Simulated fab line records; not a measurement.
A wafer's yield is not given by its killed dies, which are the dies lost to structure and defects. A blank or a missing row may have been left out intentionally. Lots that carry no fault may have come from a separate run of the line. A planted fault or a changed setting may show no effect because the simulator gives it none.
Chamber matching ; flow gf180mcu ; rie diel-04 running GF_V4_ETCH_16: 4 sister chambers
The step etches BARC in N2/H2. 4 wafers are shown with their chamber, then 9 later ones without.

## WAFERS PAIRED WITH THEIR CHAMBERS
wafer;chamber;drypump motor current A (A)
L086.3;3;5.8
L090.1;0;6.2
L090.5;2;5.7
L090.6;1;5.9

## WAFERS WITHOUT THEIR CHAMBER
wafer;drypump motor current A (A)
L092.1;5.9
L092.5;5.9
L092.6;6.2
L093.1;5.9
L093.2;5.9
L093.5;6.2
L096.3;5.7
L096.5;6.0
L096.6;6.2

## CHAMBER TAKEN BY EACH
wafer;from the rows above;in truth
L092.1;1;1
L092.5;1;1
L092.6;0;0
L093.1;1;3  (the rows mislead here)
L093.2;1;1
L093.5;0;0
L096.3;2;2
L096.5;1;1
L096.6;0;0
Correctly placed: 8 of 9. Left unplaced by these rows: 0. Wrongly placed: 1.
How it was worked out, from the rows above alone: a wafer's distance from a chamber is the root of the sum, over the readings, of the square of ((its reading less the chamber's mean) divided by the reading's scatter). If the next closest chamber is less than 2 further off than the closest, the wafer can't be placed; otherwise it belongs to the closest. A chamber's mean is the mean of its shown wafers. The scatter: root of mean squared gap, hidden wafer to nearest shown wafer, with one shown wafer a chamber.
